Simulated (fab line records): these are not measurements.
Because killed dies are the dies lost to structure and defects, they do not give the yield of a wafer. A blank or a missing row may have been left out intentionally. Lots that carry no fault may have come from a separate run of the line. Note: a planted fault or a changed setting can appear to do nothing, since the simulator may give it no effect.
fab line records | flow sky130
[record] lots = 7 | wafers = 21 | lastDay = 50
route steps=708 shown VT_ADJUST_PCH@153 SONOS_TUNNEL@154 PAD_OPEN@708
lots with no fault: from the same line, run without faults
startH: hours from the record's opening day to when the first of the lot's shown wafers began | waitH: hours elapsed since this lot's preceding step | " unchanged from the row above | L1.1+2: a single row standing in for several wafers | - either no value or no given start | * or withheld: withheld | < > ~ a bound
route shown NAME@n: names a module that has steps shown in the file, with the first one's number in the route | usual: mean/standard deviation taken from wafers without a fault | same: alike in all rows | chamber/n: place in a boat | sites: each site's reading | _std_site: their standard deviation | _edge_site: inner sites' mean taken away from outer sites' mean | radiusMm: for every site, how far away it sits from the centre of the wafer | mask NAME#n: copy n | behind: tool/chamber where the wafer was last shaped | hold: why the lot went on hold/how many hours it stayed there/how the hold came to an end | device: the transistor (n, p or np) that didn't switch | end of line: tests of these same wafers at the route's end | for a step that has no rows: nothing shown but its recipe | killed: dies that structure and defects cost at the first sort, which is not the same as the wafer's yield | map: dies across one wafer; x = killed, . = not, _ = none there
set.NAME: the setting as run; set.NAME@STEP: as run at that earlier step | model.NAME: the simulator's own value behind a step, which no gauge read
lots seen at some steps along the route; tables by step, rows by wafer
services: from which hour (startH, from the record's first day; less than 0 if before it) a tool's chamber was out of use, for how many hours, and why
[[steps]]
[step SKY_VT_ADJUST_PCH_TW_MEAS_10]
[usual] VT_ADJUST_PCH_TW = 142.5/0.62
lot.wafer | tool         | chamber | startH | waitH | VT_ADJUST_PCH_TW
L484.1    | filmMetro-02 | -       | 267.85 | 0.1   | 142.0
L484.4    | "            | -       | "      | "     | 142.1
L484.6    | "            | -       | "      | "     | 142.1
L487.1    | filmMetro-02 | -       | 289.41 | 0.1   | 142.4
L487.4    | "            | -       | "      | "     | 142.5
L487.6    | "            | -       | "      | "     | 143.4
L490.1    | filmMetro-03 | -       | 313.15 | 0.1   | 143.0
L490.2    | "            | -       | "      | "     | 142.4
L490.4    | "            | -       | "      | "     | 142.1
L491.3    | filmMetro-03 | -       | 320.99 | 0.1   | 141.7
L491.5    | "            | -       | "      | "     | 142.8
L491.6    | "            | -       | "      | "     | 142.3
L492.1    | filmMetro-01 | -       | 325.85 | 0.1   | 142.7
L492.2    | "            | -       | "      | "     | 142.2
L492.3    | "            | -       | "      | "     | 142.3
L498.3    | filmMetro-02 | -       | 377.67 | 0.1   | 141.8
L498.4    | "            | -       | "      | "     | 141.9
L498.6    | "            | -       | "      | "     | 142.6
L500.2    | filmMetro-03 | -       | 386.41 | 0.1   | 141.7
L500.4    | "            | -       | "      | "     | 142.3
L500.6    | "            | -       | "      | "     | 141.9
[step SKY_SONOS_TUNNEL_DEHYDRATE_00]
[recipe] tempC = 200 | timeS = 60
[step SKY_SONOS_TUNNEL_HMDS_01]
[recipe] primeTimeS = 60 | primeTempC = 120
[step SKY_SONOS_TUNNEL_COAT_02]
[recipe] resist = NOVOLAK | spinRpm = 3000 | resistThkNm = 1140
[step SKY_SONOS_TUNNEL_SOFTBAKE_03]
[recipe] tempC = 90 | timeS = 60 | resist = NOVOLAK
[step SKY_SONOS_TUNNEL_EXPOSE_04]
[recipe] maskId = TUNM | na = 0.6 | sourceShape = conventional | sigmaOuter = 0.6 | polarization = unpolarized | targetCdNm = 410 | doseMj = 136
[step SKY_SONOS_TUNNEL_PEB_05]
[recipe] tempC = withheld | timeS = * | resist = NOVOLAK
[step SKY_SONOS_TUNNEL_DEVELOP_06]
[recipe] resist = NOVOLAK | developer = TMAH | developTimeS = 60 | devTempC = 23
[step SKY_SONOS_TUNNEL_CD_MEAS_07]
[recipe] targetCdNm = 410
[usual] cdNm = 409.5/2.4
lot.wafer | tool     | chamber | startH | waitH | cdNm
L484.1    | cdSem-02 | -       | 292.51 | 0.1   | 407.4
L484.4    | "        | -       | "      | "     | 406.2
L484.6    | "        | -       | "      | "     | 406.0
L487.1    | cdSem-01 | -       | 314.76 | 0.1   | 409.2
L487.4    | "        | -       | "      | "     | 409.8
L487.6    | "        | -       | "      | "     | 409.5
L490.1    | cdSem-01 | -       | 339.47 | 0.1   | 408.0
L490.2    | "        | -       | "      | "     | 410.5
L490.4    | "        | -       | "      | "     | 409.9
L491.3    | cdSem-02 | -       | 348.05 | 0.1   | 409.1
L491.5    | "        | -       | "      | "     | 409.0
L491.6    | "        | -       | "      | "     | 409.1
L492.1    | cdSem-01 | -       | 353.22 | 0.1   | 406.3
L492.2    | "        | -       | "      | "     | 405.2
L492.3    | "        | -       | "      | "     | 406.1
L498.3    | cdSem-02 | -       | 406.70 | 0.1   | 411.4
L498.4    | "        | -       | "      | "     | 414.1
L498.6    | "        | -       | "      | "     | 412.1
L500.2    | cdSem-02 | -       | 415.48 | 0.1   | 412.2
L500.4    | "        | -       | "      | "     | 412.9
L500.6    | "        | -       | "      | "     | 413.8
[step SKY_SONOS_TUNNEL_OVL_MEAS_08]
[usual] SONOS_TUNNEL_OVL = -0.1/1.4
lot.wafer | tool       | chamber | startH | waitH | SONOS_TUNNEL_OVL[nm]
L484.1    | overlay-02 | -       | 292.63 | 0.1   | -1.9
L484.4    | "          | -       | "      | "     | 0.6
L484.6    | "          | -       | "      | "     | -1.1
L487.1    | overlay-01 | -       | 314.88 | 0.1   | -0.3
L487.4    | "          | -       | "      | "     | 3.1
L487.6    | "          | -       | "      | "     | 1.0
L490.1    | overlay-01 | -       | 339.59 | 0.1   | 1.8
L490.2    | "          | -       | "      | "     | 1.3
L490.4    | "          | -       | "      | "     | -1.6
L491.3    | overlay-01 | -       | 348.14 | 0.1   | -0.8
L491.5    | "          | -       | "      | "     | -1.5
L491.6    | "          | -       | "      | "     | -2.2
L492.1    | overlay-01 | -       | 353.34 | 0.1   | 0.4
L492.2    | "          | -       | "      | "     | 0.2
L492.3    | "          | -       | "      | "     | -0.1
L498.3    | overlay-02 | -       | 406.79 | 0.1   | 2.1
L498.4    | "          | -       | "      | "     | 1.2
L498.6    | "          | -       | "      | "     | 1.5
L500.2    | overlay-02 | -       | 415.58 | 0.1   | 0.1
L500.4    | "          | -       | "      | "     | -1.1
L500.6    | "          | -       | "      | "     | -0.5
[step SKY_SONOS_TUNNEL_IMPLANT_09]
[recipe] species = B | energyKev = 20 | doseCm2 = 1e+12 | tiltDeg = withheld
[step SKY_SONOS_TUNNEL_WET_ETCH_10]
[recipe] chemistry = dHF | targetDepthNm = 14 | target = SiO2 | dilution = 100:1 | tempC = 25 | timeS = 280
[step SKY_SONOS_TUNNEL_STRIP_11]
[recipe] chemistry = SPM | timeS = 600 | tempC = 130
[usual] bathGuardTempC = 129.9/0.58 | bathHeatDutyPct = 15.8/1.5
lot.wafer | tool        | chamber | startH | waitH | bathGuardTempC | bathHeatDutyPct | model.NOVOLAK_of_SONOS_TUNNEL_COAT_02.thkNm
L484.1    | wetBench-02 | 1       | 292.90 | 0.0   | 129.8          | 15.6            | 0
L484.4    | "           | 1       | "      | "     | 129.4          | 15.7            | 0
L484.6    | "           | 1       | "      | "     | 129.5          | 15.2            | 0
L487.1    | wetBench-03 | 2       | 315.15 | 0.0   | 129.9          | 17.1            | 0
L487.4    | "           | 2       | "      | "     | 129.6          | 15.8            | 0
L487.6    | "           | 2       | "      | "     | 129.5          | 15.7            | 0
L490.1    | wetBench-02 | 2       | 339.86 | 0.0   | -              | -               | 1139
L490.2    | "           | 2       | "      | "     | -              | -               | 1136
L490.4    | "           | 2       | "      | "     | -              | -               | 1138
L491.3    | wetBench-03 | 3       | 348.41 | 0.0   | -              | -               | 1137
L491.5    | "           | 3       | "      | "     | -              | -               | 1139
L491.6    | "           | 3       | "      | "     | -              | -               | 1137
L492.1    | wetBench-03 | 3       | 353.61 | 0.0   | -              | -               | 1139
L492.2    | "           | 3       | "      | "     | -              | -               | 1145
L492.3    | "           | 3       | "      | "     | -              | -               | 1138
L498.3    | wetBench-01 | 1       | 407.06 | 0.0   | 130.1          | 14.8            | 0
L498.4    | "           | 1       | "      | "     | 130.2          | 14.0            | 0
L498.6    | "           | 1       | "      | "     | 129.9          | 14.3            | 0
L500.2    | wetBench-02 | 3       | 415.86 | 0.0   | 130.0          | 15.8            | 0
L500.4    | "           | 3       | "      | "     | 130.2          | 16.1            | 0
L500.6    | "           | 3       | "      | "     | 130.1          | 15.8            | 0
[step SKY_SONOS_TUNNEL_TW_MEAS_12]
[usual] SONOS_TUNNEL_TW = 197.1/1.4
lot.wafer | tool         | chamber | startH | waitH | SONOS_TUNNEL_TW
L484.1    | filmMetro-04 | -       | 293.09 | 0.0   | 194.8
L484.4    | "            | -       | "      | "     | 194.4
L484.6    | "            | -       | "      | "     | 194.4
L487.1    | filmMetro-04 | -       | 315.32 | 0.0   | 196.2
L487.4    | "            | -       | "      | "     | 197.4
L487.6    | "            | -       | "      | "     | 196.4
L490.1    | filmMetro-01 | -       | 340.04 | 0.0   | 199.9
L490.2    | "            | -       | "      | "     | 199.7
L490.4    | "            | -       | "      | "     | 198.2
L491.3    | filmMetro-02 | -       | 348.61 | 0.0   | 197.4
L491.5    | "            | -       | "      | "     | 197.2
L491.6    | "            | -       | "      | "     | 197.4
L492.1    | filmMetro-01 | -       | 353.80 | 0.0   | 199.1
L492.2    | "            | -       | "      | "     | 198.2
L492.3    | "            | -       | "      | "     | 199.0
L498.3    | filmMetro-02 | -       | 407.25 | 0.0   | 196.2
L498.4    | "            | -       | "      | "     | 196.2
L498.6    | "            | -       | "      | "     | 196.4
L500.2    | filmMetro-01 | -       | 416.04 | 0.0   | 198.2
L500.4    | "            | -       | "      | "     | 197.6
L500.6    | "            | -       | "      | "     | 197.4
[step SKY_PAD_OPEN_PROBE_99]
[usual] killed_at_M0_to_M3 = 42/6.9 | killed_at_M4_up = 3.2/1.7 | killedAtContacts = 23/5.5 | killedAtFrontEnd = 16/4 | killedAtOther = 0.4/0.55 | killedDies = 85/9.2 | killedOnRim = 16/3.5 | killedOpen = 46/6.8 | killedShort = 38/6.2
[same] grossDies = 492 | killedAtBackSide = 0
lot.wafer | tool      | chamber | startH  | waitH | killed_at_M0_to_M3 | killed_at_M4_up | killedAtContacts | killedAtFrontEnd | killedAtOther | killedDies | killedOnRim | killedOpen | killedShort
L484.1    | prober-01 | -       | 1112.18 | 0.1   | 36                 | 1               | 19               | 14               | 2             | 72         | 19          | 37         | 34
L484.4    | prober-01 | -       | 1112.33 | 0.2   | 50                 | 0               | 31               | 15               | 1             | 97         | 14          | 63         | 33
L484.6    | prober-01 | -       | 1112.43 | 0.2   | 36                 | 2               | 28               | 14               | 0             | 80         | 17          | 50         | 30
L490.1    | prober-01 | -       | 1144.56 | 0.1   | 35                 | 2               | 22               | 433              | 0             | 492        | 96          | 38         | 31
L490.2    | prober-01 | -       | 1144.61 | 0.1   | 39                 | 3               | 20               | 429              | 1             | 492        | 96          | 47         | 30
L490.4    | prober-01 | -       | 1144.71 | 0.2   | 48                 | 3               | 25               | 415              | 1             | 492        | 96          | 57         | 35
L491.3    | prober-02 | -       | 1151.53 | 0.2   | 51                 | 1               | 18               | 422              | 0             | 492        | 96          | 40         | 42
L491.5    | prober-02 | -       | 1151.63 | 0.2   | 42                 | 4               | 20               | 425              | 1             | 492        | 96          | 40         | 40
L491.6    | prober-02 | -       | 1151.68 | 0.2   | 44                 | 2               | 32               | 414              | 0             | 492        | 96          | 57         | 39
L492.1    | prober-01 | -       | 1152.36 | 0.1   | 32                 | 3               | 30               | 425              | 2             | 492        | 96          | 38         | 45
L492.2    | prober-01 | -       | 1152.41 | 0.1   | 45                 | 3               | 21               | 422              | 1             | 492        | 96          | 47         | 36
L492.3    | prober-01 | -       | 1152.46 | 0.2   | 44                 | 5               | 29               | 414              | 0             | 492        | 96          | 48         | 46
// killed by level:class
L484.1 LI_CONTACT:geometricParticle:open=8 METAL1:geometricParticle:short=7 VIA3:geometricParticle:open=6 VIA1:geometricParticle:open=6 CONTACT:geometricParticle:open=4 METAL2:geometricParticle:short=4 VIA2:geometricParticle:open=4 FIELD_ISO:geometricParticle:short=3
L484.4 VIA1:geometricParticle:open=12 LI_CONTACT:geometricParticle:open=11 CONTACT:geometricParticle:open=11 VIA3:geometricParticle:open=7 VIA2:geometricParticle:open=7 FIELD_ISO:geometricParticle:short=5 VIA1:geometricParticle:short=5 FIELD_ISO:geometricParticle:open=4
L484.6 CONTACT:geometricParticle:open=13 METAL1:geometricParticle:short=10 VIA2:geometricParticle:open=8 LI_CONTACT:geometricParticle:open=7 POLY_GATE:geometricParticle:short=6 VIA1:geometricParticle:open=6 VIA3:geometricParticle:open=5 LOCAL_INTERCONNECT:geometricParticle:open=5
L490.1 SONOS_ONO:areaOxidation=423 VIA1:geometricParticle:open=12 CONTACT:geometricParticle:open=8 CONTACT:geometricParticle:short=5 METAL2:geometricParticle:short=4 METAL1:geometricParticle:short=3 LOCAL_INTERCONNECT:geometricParticle:open=3 VIA1:geometricParticle:short=3
L490.2 SONOS_ONO:areaOxidation=414 VIA1:geometricParticle:open=15 CONTACT:geometricParticle:open=8 VIA1:geometricParticle:short=5 VIA3:geometricParticle:open=5 FIELD_ISO:geometricParticle:short=4 LI_CONTACT:geometricParticle:open=4 LOCAL_INTERCONNECT:geometricParticle:short=4
L490.4 SONOS_ONO:areaOxidation=400 VIA1:geometricParticle:open=17 LI_CONTACT:geometricParticle:open=9 CONTACT:geometricParticle:open=9 VIA1:geometricParticle:short=8 FIELD_ISO:geometricParticle:short=6 VIA3:geometricParticle:open=5 VIA2:geometricParticle:open=5
L491.3 SONOS_ONO:areaOxidation=410 VIA2:geometricParticle:open=15 POLY_GATE:geometricParticle:short=7 VIA1:geometricParticle:short=6 METAL1:geometricParticle:short=6 VIA1:geometricParticle:open=6 METAL2:geometricParticle:short=5 VIA3:geometricParticle:open=5
L491.5 SONOS_ONO:areaOxidation=412 VIA1:geometricParticle:open=9 LI_CONTACT:geometricParticle:open=6 LOCAL_INTERCONNECT:geometricParticle:short=6 CONTACT:geometricParticle:open=6 VIA3:geometricParticle:open=6 POLY_GATE:geometricParticle:open=5 METAL2:geometricParticle:short=5
L491.6 SONOS_ONO:areaOxidation=396 VIA1:geometricParticle:open=11 LI_CONTACT:geometricParticle:open=9 CONTACT:geometricParticle:open=9 VIA3:geometricParticle:open=7 VIA2:geometricParticle:open=7 FIELD_ISO:geometricParticle:short=6 POLY_GATE:geometricParticle:short=5
L492.1 SONOS_ONO:areaOxidation=408 LOCAL_INTERCONNECT:geometricParticle:short=8 CONTACT:geometricParticle:short=7 METAL2:geometricParticle:short=7 POLY_GATE:geometricParticle:short=6 LI_CONTACT:geometricParticle:open=6 CONTACT:geometricParticle:open=6 VIA2:geometricParticle:open=6
L492.2 SONOS_ONO:areaOxidation=409 VIA2:geometricParticle:open=11 VIA1:geometricParticle:open=10 CONTACT:geometricParticle:open=6 CONTACT:geometricParticle:short=5 LI_CONTACT:geometricParticle:short=4 METAL1:geometricParticle:open=4 METAL1:geometricParticle:short=4
L492.3 SONOS_ONO:areaOxidation=398 LI_CONTACT:geometricParticle:open=10 VIA1:geometricParticle:short=8 CONTACT:geometricParticle:open=8 VIA2:geometricParticle:open=7 CONTACT:geometricParticle:short=7 METAL1:geometricParticle:short=5 VIA3:geometricParticle:short=5
// map L490.1 (x killed, . not)
__________xxxxxxxxxx_________
________xxxxxxxxxxxxxx_______
______xxxxxxxxxxxxxxxxxx_____
_____xxxxxxxxxxxxxxxxxxxx____
____xxxxxxxxxxxxxxxxxxxxxx___
___xxxxxxxxxxxxxxxxxxxxxxxx__
__xxxxxxxxxxxxxxxxxxxxxxxxxx_
_xxxxxxxxxxxxxxxxxxxxxxxxxxxx
_xxxxxxxxxxxxxxxxxxxxxxxxxxxx
_xxxxxxxxxxxxxxxxxxxxxxxxxxxx
_xxxxxxxxxxxxxxxxxxxxxxxxxxxx
_xxxxxxxxxxxxxxxxxxxxxxxxxxxx
_xxxxxxxxxxxxxxxxxxxxxxxxxxxx
_xxxxxxxxxxxxxxxxxxxxxxxxxxxx
_xxxxxxxxxxxxxxxxxxxxxxxxxxxx
__xxxxxxxxxxxxxxxxxxxxxxxxxx_
___xxxxxxxxxxxxxxxxxxxxxxxx__
____xxxxxxxxxxxxxxxxxxxxxx___
_____xxxxxxxxxxxxxxxxxxxx____
______xxxxxxxxxxxxxxxxxx_____
________xxxxxxxxxxxxxx_______
__________xxxxxxxxxx_________
// map L491.3 (x killed, . not)
__________xxxxxxxxxx_________
________xxxxxxxxxxxxxx_______
______xxxxxxxxxxxxxxxxxx_____
_____xxxxxxxxxxxxxxxxxxxx____
____xxxxxxxxxxxxxxxxxxxxxx___
___xxxxxxxxxxxxxxxxxxxxxxxx__
__xxxxxxxxxxxxxxxxxxxxxxxxxx_
_xxxxxxxxxxxxxxxxxxxxxxxxxxxx
_xxxxxxxxxxxxxxxxxxxxxxxxxxxx
_xxxxxxxxxxxxxxxxxxxxxxxxxxxx
_xxxxxxxxxxxxxxxxxxxxxxxxxxxx
_xxxxxxxxxxxxxxxxxxxxxxxxxxxx
_xxxxxxxxxxxxxxxxxxxxxxxxxxxx
_xxxxxxxxxxxxxxxxxxxxxxxxxxxx
_xxxxxxxxxxxxxxxxxxxxxxxxxxxx
__xxxxxxxxxxxxxxxxxxxxxxxxxx_
___xxxxxxxxxxxxxxxxxxxxxxxx__
____xxxxxxxxxxxxxxxxxxxxxx___
_____xxxxxxxxxxxxxxxxxxxx____
______xxxxxxxxxxxxxxxxxx_____
________xxxxxxxxxxxxxx_______
__________xxxxxxxxxx_________
[[services]]
tool        | chamber | startH | hours | kind
wetBench-01 | -       | 315.85 | 3.9   | repair
wetBench-03 | -       | 374.61 | 2.5   | repair
wetBench-01 | -       | 397.78 | 1.9   | pm
[[key]]
[firstSign] step = SKY_SONOS_TUNNEL_STRIP_11 | reading = toolRecord | direction = missing
[effect] step = SKY_PAD_OPEN_PROBE_99 | reading = killedAtFrontEnd | direction = up | sigmas = 99+ | usual = 16 | struck = 422
[modelEffect] step = SKY_SONOS_TUNNEL_STRIP_11 | value = NOVOLAK_of_SONOS_TUNNEL_COAT_02.thkNm | without = 0 | struck = 1139
[moreKillsBornAt] SKY_SONOS_ONO_OXIDATION_00@furnace-01 = 2433 | SKY_SONOS_ONO_OXIDATION_00@furnace-02 = 1237
metAt SKY_SONOS_TUNNEL_STRIP_11
struckWafers L490.1,L490.2,L490.4,L491.3,L491.5,L491.6,L492.1,L492.2,L492.3
laterRowsLeftOut L490.1,L490.2,L490.4,L491.3,L491.5,L491.6,L492.1,L492.2,L492.3
testerLeftOut L490,L491,L492
onsetBetween 315.15 339.86
[fault] kind = skippedStepWhole | tool = wetBench-02,wetBench-03 | chamber = - | onsetH = 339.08 | steps = SKY_SONOS_TUNNEL_STRIP_11 | scope = struckLotsOnly
// testerLeftOut: of these lots the tester's yield and bins aren't shown, on N5 and GAA mostly nor the transistor test; their killed dies are dies lost to structure and defects alone, not to doping, threshold or leakage, so they don't give the yield
// laterRowsLeftOut: the simulator's readings of these wafers behind a module that went badly wrong aren't trusted and aren't shown, but for the sort
